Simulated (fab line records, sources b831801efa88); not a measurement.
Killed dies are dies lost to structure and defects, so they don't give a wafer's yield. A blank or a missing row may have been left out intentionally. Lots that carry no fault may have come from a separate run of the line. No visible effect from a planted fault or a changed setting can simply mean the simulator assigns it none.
Comparing a struck lot with a sound one || flow sky130 || 15 out of 708 route steps
Sound: wafers L933.4, L933.5, L933.6. The struck wafers were L944.3, L944.5, L944.6. The cause is given at the end.
At each step with rows: each side's tool, then ch and its chambers, then its first start. Under that, the readings that differ: sound wafers || struck wafers || difference of the means || sigmas: that difference in standard deviations of wafers without a fault.
alike: a reading whose means differ by less than 2 such deviations, as well as words and numbers matching on both sides. not compared: withheld readings; readings where some wafer has no value; bounds like >300 that might hide an equal value; numbers whose values overlap and for which the record gives no deviation.
Wherever a step has rows on one side only, a row that says differs or no value, or a row with sigmas, the two part there. When numbers do not overlap yet have no deviation, they are printed without sigmas and do not part them. A reading missing from all wafers of one side parts the sides only when that side holds two or more wafers.

first, 4 steps without rows for these wafers: SKY_LDD_N_IMPLANT_12; SKY_LDD_N_IMPLANT_13; SKY_LDD_N_IMPLANT_14; SKY_LDD_N_IMPLANT_15.
SKY_LDD_N_STRIP_16: strips in O2/N2.
  sound on plasma_asher-02 ch 0,1, day 19 02:59; struck on plasma_asher-04 ch 0,1, day 23 05:32
  alike: chamber_pressure_mTorr, drypump_motor_current_A, o2_flow_sccm, oes_product_au, strip_time_to_endpoint_s
  not compared: rf_hours_counter_h
SKY_LDD_N_TW_MEAS_17:
  struck on film_metro-02, day 23 05:37; sound on film_metro-01, day 19 03:05
  alike: LDD_N_TW
then, 6 steps without rows for these wafers: SKY_LDD_P_DEHYDRATE_00 (time 60 s); SKY_LDD_P_HMDS_01 (prime time 60 s); SKY_LDD_P_COAT_02 (resist thk 1140 nm); SKY_LDD_P_SOFTBAKE_03 (time 60 s); SKY_LDD_P_EXPOSE_04 (exposes mask PSDM, target cd 380 nm); SKY_LDD_P_PEB_05.
SKY_LDD_P_DEVELOP_06: develop time 60 s.
  sound on litho_track-01 ch 0, day 20 09:47; struck on litho_track-01 ch 0, day 24 11:43
  alike: resist_line_temp_C
SKY_LDD_P_CD_MEAS_07: target cd 380 nm.
  struck on cd_sem-02, day 24 11:51; sound on cd_sem-02, day 20 09:56
{"reading": "cd_nm (nm)", "sound": "380.1 379.2 381.9", "struck": "348.5 347.5 349.8", "difference": -31.8, "sigmas": -14}
SKY_LDD_P_OVL_MEAS_08:
  struck on overlay-02, day 24 11:57; sound on overlay-02, day 20 10:00
  alike: LDD_P_OVL

## WHERE THEY PART
Only at SKY_LDD_P_CD_MEAS_07, within this record. Later steps at which nothing parts them and some readings are alike: SKY_LDD_P_OVL_MEAS_08.

WHY: what the simulator had put in
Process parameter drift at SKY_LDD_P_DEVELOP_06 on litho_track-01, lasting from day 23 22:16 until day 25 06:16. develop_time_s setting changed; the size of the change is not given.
